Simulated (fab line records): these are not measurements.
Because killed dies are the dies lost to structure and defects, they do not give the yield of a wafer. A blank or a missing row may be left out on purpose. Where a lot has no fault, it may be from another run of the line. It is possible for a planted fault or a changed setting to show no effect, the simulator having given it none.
Which of the tools did it? + flow gf180mcu + 33 wafers from 11 lots sampled at 3 of the route's 602 steps

== WHAT THE GAUGES READ, wafer by wafer ==
GF_V5_CD_MEAS_14 targets a cd of 260 nm.
| lot  | measured     | on        | cd-nm (nm)        |
|------|--------------|-----------|-------------------|
| L933 | day 27 02:42 | cd-sem-01 | 256.8 257.7 257.4 |
| L936 | day 28 03:55 | cd-sem-01 | 258.4 257.7 257.9 |
| L937 | day 28 14:08 | cd-sem-02 | 259.5 258.9 260.5 |
| L938 | day 29 01:02 | cd-sem-01 | 263.0 261.5 262.4 |
| L942 | day 30 05:52 | cd-sem-02 | 258.5 258.0 260.1 |
| L943 | day 30 08:03 | cd-sem-02 | 261.4 261.7 261.9 |
| L944 | day 30 10:00 | cd-sem-01 | 262.5 261.3 262.3 |
| L947 | day 31 08:21 | cd-sem-01 | 260.8 260.6 259.6 |
| L951 | day 32 08:53 | cd-sem-01 | 261.7 262.2 261.5 |
| L948 | day 32 14:22 | cd-sem-01 | 259.3 259.2 258.9 |
| L956 | day 33 12:14 | cd-sem-01 | 260.6 260.0 259.7 |

== WHAT TOOL EACH LOT RAN ON (gives the tool, then ch and the chambers of the sampled wafers, and finally the start) ==
| lot  | GF_MIM_SPUTTER_00            | GF_MIM_SPUTTER_07            |
|------|------------------------------|------------------------------|
| L933 | pvd-sputter-04, day 24 08:20 | pvd-sputter-02, day 24 08:40 |
| L936 | pvd-sputter-04, day 25 12:52 | pvd-sputter-02, day 25 13:11 |
| L937 | pvd-sputter-04, day 25 23:05 | pvd-sputter-02, day 25 23:25 |
| L938 | pvd-sputter-02, day 26 11:11 | pvd-sputter-01, day 26 11:30 |
| L942 | pvd-sputter-01, day 27 19:02 | pvd-sputter-04, day 27 19:22 |
| L943 | pvd-sputter-04, day 27 21:01 | pvd-sputter-01, day 27 21:21 |
| L944 | pvd-sputter-04, day 27 22:58 | pvd-sputter-01, day 27 23:17 |
| L947 | pvd-sputter-01, day 28 23:28 | pvd-sputter-02, day 28 23:47 |
| L951 | pvd-sputter-01, day 30 02:30 | pvd-sputter-02, day 30 02:49 |
| L948 | pvd-sputter-04, day 30 08:03 | pvd-sputter-02, day 30 08:22 |
| L956 | pvd-sputter-04, day 31 09:08 | pvd-sputter-02, day 31 09:27 |
- GF_MIM_SPUTTER_00: material Ti, target thk 37.5 nm, time 150 s.
- GF_MIM_SPUTTER_07: material TiN, target thk 60 nm, time 50 s.

== THE ANSWER, worked out from the rows above alone ==
Rule: what is usual is taken from the lots themselves. Put in order of their means at a reading, lots are off if they are a third of the lots or fewer, leave a main group of 4 or more, and stand apart from it by a gap of 3 or more times the standard deviation of the main group's means; of several such gaps the widest counts. A main group whose means are all the same, to the digits that the tables above print for the reading, isn't used. A lot without any number at a reading at which 4 lots or more have one is off too. Any other lot the step has rows for is counted as sound.
Across all readings shown, no lot is off: no conclusion can be drawn from this.

== WHAT WAS PUT IN BY THE SIMULATOR ==
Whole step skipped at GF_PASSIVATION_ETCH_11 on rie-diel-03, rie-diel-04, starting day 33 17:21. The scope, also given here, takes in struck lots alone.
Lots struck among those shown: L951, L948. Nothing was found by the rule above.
